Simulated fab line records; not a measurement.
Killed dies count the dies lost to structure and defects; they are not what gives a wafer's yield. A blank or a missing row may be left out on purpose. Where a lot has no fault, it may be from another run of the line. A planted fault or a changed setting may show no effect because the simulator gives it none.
A lot that was struck, set against a sound lot | flow sky130 | 14 steps out of a route of 708
Sound: the wafers L736.2, L736.4, L736.6. The struck wafers were L731.1, L731.2, L731.4. The cause comes at the end.
Per side, at each step with rows, come the tool, then ch with its chambers, and then its first start. Under that, the readings that differ: sound wafers | struck wafers | difference of the means | sigmas: that difference in standard deviations of wafers without a fault.
alike: words and numbers the same on both sides, and readings whose means are apart by under 2 such deviations; not compared: readings that were withheld, readings missing a value for some wafer, numbers with overlapping values and no deviation given by the record, and bounds like >300 which may hide the same value.
Wherever a step has rows on one side only, a row that says differs or no value, or a row with sigmas, the two part there. Numbers that don't overlap but have no deviation are shown without sigmas and don't part them. A reading that every wafer of one side lacks parts them only if that side has two wafers or more.

SKY_SD_N_RS_MEAS_18: uses a four-point probe to measure.
  sound on filmMetro-03 at day 34 11:08; struck on filmMetro-04 at day 33 03:01
  alike: RES_XHIGH_RS
then, 2 steps without rows for these wafers: SKY_SALICIDE_CLEAN_00 (cleans in HF-last, time 30 s); SKY_LI_CONTACT_HDPCVD_00 (deposits PSG, target thk 930 nm, time 155 s).
SKY_LI_CONTACT_THK_MEAS_01:
  sound on filmMetro-01 at day 34 11:22; struck on filmMetro-03 at day 33 03:15
  alike: LI_CONTACT_HDPCVD_THK
SKY_LI_CONTACT_CMP_02: polishes PSG.
  sound on cmp-01 ch 1,2,3, day 34 11:25; struck on cmp-01 ch 0,1,3, day 33 03:19
  alike: motorCurrentA, retainingRingPressureFrac, slurryFilterDpKPa, timeToEndpointS
SKY_LI_CONTACT_BOW_MEAS_03:
  sound on filmMetro-03 at day 34 11:44; struck on filmMetro-01 at day 33 03:37
  alike: LI_CONTACT_BOW
then, 6 steps without rows for these wafers: SKY_LI_CONTACT_DEHYDRATE_04 (time 60 s); SKY_LI_CONTACT_HMDS_05 (prime time 60 s); SKY_LI_CONTACT_COAT_06 (resist thk 60 nm); SKY_LI_CONTACT_COAT_07 (resist thk 450 nm); SKY_LI_CONTACT_SOFTBAKE_08 (time 90 s); SKY_LI_CONTACT_EXPOSE_09 (exposes mask LICM1, target cd 170 nm).
SKY_LI_CONTACT_PEB_10:
  struck on lithoTrack-01, day 34 06:00; sound on lithoTrack-02 ch 0, day 35 13:00
reading        | sound          | struck | difference                    | sigmas
exhaustPa (Pa) | 44.7 44.7 45.0 | - - -  | no value on the struck wafers | 
  not compared: chillPlateTempC
then, 1 step without rows for these wafers: SKY_LI_CONTACT_DEVELOP_11 (develop time 60 s).

== WHERE THEY PART ==
At SKY_LI_CONTACT_PEB_10 and nowhere else, as far as this record goes.

WHY: whatever the simulator had introduced
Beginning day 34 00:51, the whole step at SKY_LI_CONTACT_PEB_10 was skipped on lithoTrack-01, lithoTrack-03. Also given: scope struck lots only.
